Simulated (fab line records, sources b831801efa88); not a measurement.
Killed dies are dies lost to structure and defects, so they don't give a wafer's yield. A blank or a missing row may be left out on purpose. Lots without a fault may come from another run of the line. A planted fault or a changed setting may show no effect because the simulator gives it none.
Tool commonality check | flow gf180mcu | 12 lots, 42 wafers sampled

WHY IT WAS OPENED
At GF_HV_LDD_TW_MEAS_38 the reading HV_LDD_3_TW is flagged on 2 of 12 lots. Wafers without a fault read 1444, standard deviation 15.
Rule: a lot is flagged when every wafer of it that has a number lies more than 4 standard deviations from that mean, or none has a number. The other lots count as sound.

lot  | measured     | on            | HV_LDD_3_TW, wafer by wafer   | flag
L227 | day 11 14:17 | film_metro-04 | 1460 1457 1457                |
L228 | day 11 20:27 | film_metro-02 | 1440 1429 1436                |
L229 | day 12 01:10 | film_metro-04 | 1868 1865 1860 1868 1870 1860 | FLAGGED
L230 | day 12 16:51 | film_metro-03 | 1818 1819 1831 1822 1823 1821 | FLAGGED
L239 | day 15 11:52 | film_metro-04 | 1465 1472 1459                |
L240 | day 15 20:37 | film_metro-02 | 1428 1433 1434                |
L241 | day 16 01:52 | film_metro-04 | 1457 1466 1459                |
L242 | day 16 14:20 | film_metro-04 | 1452 1461 1461                |
L245 | day 17 07:52 | film_metro-02 | 1431 1434 1438                |
L247 | day 18 02:59 | film_metro-02 | 1431 1425 1430                |
L248 | day 18 08:04 | film_metro-04 | 1469 1470 1460                |
L250 | day 19 05:43 | film_metro-02 | 1432 1430 1432                |
The numbers of the flagged lots are 1844 on average: +400 against the usual, or +27 standard deviations.

WHICH TOOL RAN EACH LOT
The record holds 2 process steps before the reading, out of a route of 602 steps. In each cell: the tool, then ch and the chambers that the sampled wafers went through, then the start.
lot  | flag    | GF_HV_LDD_STRIP_10                   | GF_HV_LDD_IMPLANT_36
L227 |         | plasma_asher-01 ch 0,1, day 10 01:49 | implanter-01 ch 0, day 11 14:02
L228 |         | plasma_asher-01 ch 0, day 10 06:25   | implanter-01 ch 0, day 11 20:12
L229 | FLAGGED | plasma_asher-03 ch 0,1, day 10 12:37 | implanter-01 ch 0, day 12 00:55
L230 | FLAGGED | plasma_asher-01 ch 0,1, day 11 01:49 | implanter-01 ch 0, day 12 16:36
L239 |         | plasma_asher-02 ch 0,1, day 13 16:43 | implanter-03 ch 0, day 15 11:37
L240 |         | plasma_asher-03 ch 1, day 14 01:36   | implanter-02 ch 0, day 15 20:22
L241 |         | plasma_asher-01 ch 0,1, day 14 06:19 | implanter-02 ch 0, day 16 01:37
L242 |         | plasma_asher-01 ch 0,1, day 14 19:17 | implanter-01 ch 0, day 16 14:07
L245 |         | plasma_asher-03 ch 0,1, day 15 12:30 | implanter-02 ch 0, day 17 07:37
L247 |         | plasma_asher-03 ch 0,1, day 16 05:05 | implanter-01 ch 0, day 18 02:46
L248 |         | plasma_asher-03 ch 1, day 16 10:34   | implanter-01 ch 0, day 18 07:49
L250 |         | plasma_asher-03 ch 0,1, day 17 05:55 | implanter-01 ch 0, day 19 05:28
What these steps do:
- GF_HV_LDD_STRIP_10: strips in O2/N2.
- GF_HV_LDD_IMPLANT_36
- GF_HV_LDD_TW_MEAS_38

FLAGGED OVER TOTAL, TOOL BY TOOL (the gauges that took the reading come last)
step                 | tool            | lots run | flagged | share of the flagged lots | sound lots run after its first flagged lot
GF_HV_LDD_STRIP_10   | plasma_asher-01 | 5        | 1       | some                      | 2 (L241,L242)
GF_HV_LDD_STRIP_10   | plasma_asher-02 | 1        | 0       | none                      | -
GF_HV_LDD_STRIP_10   | plasma_asher-03 | 6        | 1       | some                      | 5 (L240,L245,L247,L248,L250)
GF_HV_LDD_IMPLANT_36 | implanter-01    | 8        | 2       | all                       | 4 (L242,L247,L248,L250)
GF_HV_LDD_IMPLANT_36 | implanter-02    | 3        | 0       | none                      | -
GF_HV_LDD_IMPLANT_36 | implanter-03    | 1        | 0       | none                      | -
GF_HV_LDD_TW_MEAS_38 | film_metro-02   | 5        | 0       | none                      | -
GF_HV_LDD_TW_MEAS_38 | film_metro-03   | 1        | 1       | some                      | 0
GF_HV_LDD_TW_MEAS_38 | film_metro-04   | 6        | 1       | some                      | 4 (L239,L241,L242,L248)

WHAT THE TABLE ALLOWS
1 row of the table ran every flagged lot: implanter-01 at GF_HV_LDD_IMPLANT_36.
- implanter-01 at GF_HV_LDD_IMPLANT_36: 2 of its 8 lots flagged. Sound lots ran on it after the first flagged one (L242, L247, L248, L250), which a lasting fault on the whole tool wouldn't allow. Its own readings lie more than 4 standard deviations out on every wafer of the flagged lots: dose_ions_cm2, faraday_current_uA.
No row of the table ran every flagged lot and no sound lot after the first.

WHAT THE SIMULATOR HAD PUT IN
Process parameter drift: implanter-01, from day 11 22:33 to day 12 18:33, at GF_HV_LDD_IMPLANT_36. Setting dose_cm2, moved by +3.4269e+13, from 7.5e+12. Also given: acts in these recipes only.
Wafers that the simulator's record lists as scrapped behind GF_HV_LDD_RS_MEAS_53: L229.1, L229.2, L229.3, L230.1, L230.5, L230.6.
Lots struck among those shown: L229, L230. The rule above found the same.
